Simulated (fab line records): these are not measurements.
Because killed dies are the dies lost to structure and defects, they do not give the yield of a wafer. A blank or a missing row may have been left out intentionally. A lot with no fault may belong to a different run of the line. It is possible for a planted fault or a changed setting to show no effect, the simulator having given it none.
Code-filled problem report in 8D (eight disciplines) form | flow gf180mcu | the parts of the form that need people (team, actions taken, sign-off) are left out

## 1. THE PROBLEM
Wafers free of any fault read 551 (standard deviation 3.9) for MVPSD_TW at GF_MVPSD_TW_MEAS_11, against a mean of 510 on 6 wafers of 2 lots. Relative to the usual mean, that is a shift of -11 standard deviations.
The first sign was on wafer L886.3 at day 7 22:24, on filmMetro-01. The record holds 39 wafers of 13 lots with a number at this step. Rule for "out", or "out of limits": more than 4 standard deviations from the usual mean. All remaining wafers that have a number are taken as sound.

## 2. WHAT IT IS; WHAT IT IS NOT
question                    | is                     | is not
which readings at this step | MVPSD_TW               | -
which lots                  | L886, L890             | L874, L875, L878, L879, L882, L883, L884, L885, L889, L896, L897
which wafers of those lots  | all that have a number | -
read on which gauges        | filmMetro-01           | filmMetro-02, filmMetro-03
when                        | from day 7 22:24       | up to then (24 sound wafers); but 9 sound wafers of L889, L896, L897 came after

## 3. SUSPECTS, AND WHAT RULES EACH OUT
Counting: a tool at any process step up to the reading remains a suspect when it ran all the lots that are out and ran no sound lot after the first of those.
- the gauge at GF_MVPSD_TW_MEAS_11 has been ruled out. All the wafers that are out were read on filmMetro-01, but those of them that GF_MVPSD_IMPLANT_08 has rows for are out there too, on other tools.
- implanter-01 at GF_MVPSD_IMPLANT_08: kept. All lots that are out passed through it, beginning with L886 at day 7 22:02, and no sound lot followed; its final sound lot before that point was L885 at day 7 18:10. Its own doseIonsCm2, faradayCurrentUA readings are out on those wafers.
The count leaves implanter-01 at GF_MVPSD_IMPLANT_08.

## 4. THE CAUSE (what the simulator had put in)
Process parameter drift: implanter-01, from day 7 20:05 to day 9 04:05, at GF_MVPSD_IMPLANT_08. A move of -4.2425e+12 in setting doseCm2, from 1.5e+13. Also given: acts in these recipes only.
The count eliminated every tool but this one.

## 5. SEQUENCE OF EFFECTS, ordered by route
One row per reading whose mean, taken over the struck wafers that have a number, lies over 3 standard deviations from the usual. Scope: only readings with a usual standard deviation given in the record; hours: median across lots of the time from each lot's start at the first step in this table that gives one to its start at this step; sigmas: change in usual standard deviations.
hours | step                     | reading          | usual       | on struck wafers | change   | sigmas
0     | GF_MVPSD_IMPLANT_08      | doseIonsCm2      | 1.5e+13     | 1.1e+13          | -4.2e+12 | -99 or more
0     | GF_MVPSD_IMPLANT_08      | faradayCurrentUA | 84.2        | 60.7             | -23.5    | -15
0     | GF_MVPSD_TW_MEAS_11      | MVPSD_TW         | 551         | 510              | -42      | -11
69    | GF_VT_IMPLANT_RS_MEAS_49 | MVPSD_RS         | 1169 ohm/sq | 1373             | +204     | +66
It contains these process steps:
- GF_MVPSD_IMPLANT_08
At these later measuring or inspecting steps, every struck wafer for which the step has a row has a number for every such reading, and none has moved that far: GF_POLY_GATE_OVL_MEAS_11.

## 6. WHAT WOULD HAVE CAUGHT IT SOONER
Counted from the fault's start at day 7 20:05, it took 2 hours until the first out-of-limits reading at a measuring or inspecting step in this record, taken at day 7 22:24.
The tool's own readings at GF_MVPSD_IMPLANT_08 were out on every struck wafer that the step has a row for (doseIonsCm2, faradayCurrentUA): an alarm limit on them would have fired on the first of those.
L890, from the lots that are out (2), started GF_MVPSD_IMPLANT_08 on implanter-01 later than day 7 22:24. Had the tool been put on hold then, it would have been spared.
